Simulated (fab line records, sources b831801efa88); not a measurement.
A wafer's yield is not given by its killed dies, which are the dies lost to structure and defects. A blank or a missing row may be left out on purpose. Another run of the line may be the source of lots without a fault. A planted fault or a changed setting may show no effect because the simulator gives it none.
Struck lot and sound lot, side by side + flow sky130 + 15 steps out of a route of 708
Sound: these wafers, L572.1, L572.2, L572.6. Struck: wafers L580.5, L580.6. The cause comes at the end.
Per side, at each step with rows, come the tool, then ch with its chambers, and then its first start. Under that, the readings that differ: sound wafers + struck wafers + difference of the means + sigmas: that difference in standard deviations of wafers without a fault.
alike: a reading whose means differ by less than 2 such deviations, as well as words and numbers matching on both sides. not compared: withheld readings; readings where some wafer has no value; bounds like >300 that might hide an equal value; numbers whose values overlap and for which the record gives no deviation.
Wherever a step has rows on one side only, a row that says differs or no value, or a row with sigmas, the two part there. Numbers that don't overlap but have no deviation are shown without sigmas and don't part them. Lack of a reading on every wafer of one side parts them only where that side has two or more wafers.

SKY_VIA2_CMP_02: polishes SiO2.
  sound on cmp-02 ch 0,1, day 37 04:10; struck on cmp-01 ch 0,3, day 40 00:11
  alike: head-pressure-psi, motor-current-A
SKY_VIA2_BOW_MEAS_03:
  sound on film-metro-01 at day 37 04:28; struck on film-metro-01 at day 40 00:22
  alike: VIA2_BOW
then, 8 steps without rows for these wafers: SKY_VIA2_DEHYDRATE_04 (time 60 s); SKY_VIA2_HMDS_05 (prime time 60 s); SKY_VIA2_COAT_06 (resist thk 60 nm); SKY_VIA2_COAT_07 (resist thk 450 nm); SKY_VIA2_SOFTBAKE_08 (time 90 s); SKY_VIA2_EXPOSE_09 (exposes mask VIM2, target cd 200 nm); SKY_VIA2_PEB_10; SKY_VIA2_DEVELOP_11 (develop time 60 s).
SKY_VIA2_CD_MEAS_12 targets a cd of 200 nm.
  sound on cd-sem-02 at day 38 06:25; struck on cd-sem-01 at day 41 01:29
| reading    | sound             | struck      | difference | sigmas |
|------------|-------------------|-------------|------------|--------|
| cd-nm (nm) | 202.2 202.5 201.1 | 199.0 198.9 | -3.0       | -2     |
SKY_VIA2_OVL_MEAS_13:
  sound on overlay-01 at day 38 06:32; struck on overlay-01 at day 41 01:33
  alike: VIA2_OVL
SKY_VIA2_ETCH_14: etches BARC in N2/H2, stops on SiO2, time 45.9 s, target depth 60 nm.
  sound on rie-diel-03 ch 1,3, day 38 06:34; struck on rie-diel-03 ch 0,3, day 41 01:35
| reading                                     | sound             | struck      | difference | sigmas |
|---------------------------------------------|-------------------|-------------|------------|--------|
| oes-product-au (a.u.)                       | 0.862 0.866 0.861 | 0.972 0.979 | +0.113     | +22    |
| run-length-s (s)                            | 73.7 74.1 73.9    | 68.1 68.6   | -5.6       | -14    |
| model.KrF-thick_of_VIA2_COAT_07.thk-nm (nm) | 393.6 395.2 394.8 | 398.5 396.7 | +3.1       |        |
  alike: chamber-pressure-mTorr, drypump-motor-current-A, h2-flow-sccm, throttle-valve-pct
  not compared: rf-hours-counter-h
SKY_VIA2_ETCH_15: etches SiO2 in C4F8/O2/Ar, stops on TiN, target depth 546 nm, time 84 s.
  sound on rie-diel-03 ch 1,3, day 38 06:37; struck on rie-diel-03 ch 0,3, day 41 01:38
  alike: chamber-pressure-mTorr, oes-product-au, run-length-s
  not compared: rf-hours-counter-h, model.KrF-thick_of_VIA2_COAT_07.thk-nm
SKY_VIA2_STRIP_16: strips in O2/N2.
  sound on plasma-asher-04 ch 0,1, day 38 06:40; struck on plasma-asher-03 ch 0,1, day 41 01:44
  alike: chamber-pressure-mTorr, drypump-motor-current-A, oes-product-au, strip-time-to-endpoint-s
  not compared: rf-hours-counter-h

## WHERE THEY PART
First at SKY_VIA2_CD_MEAS_12; last, within this record, at SKY_VIA2_ETCH_14. Later steps at which nothing parts them and some readings are alike: SKY_VIA2_ETCH_15, SKY_VIA2_STRIP_16.

WHY: whatever the simulator had introduced
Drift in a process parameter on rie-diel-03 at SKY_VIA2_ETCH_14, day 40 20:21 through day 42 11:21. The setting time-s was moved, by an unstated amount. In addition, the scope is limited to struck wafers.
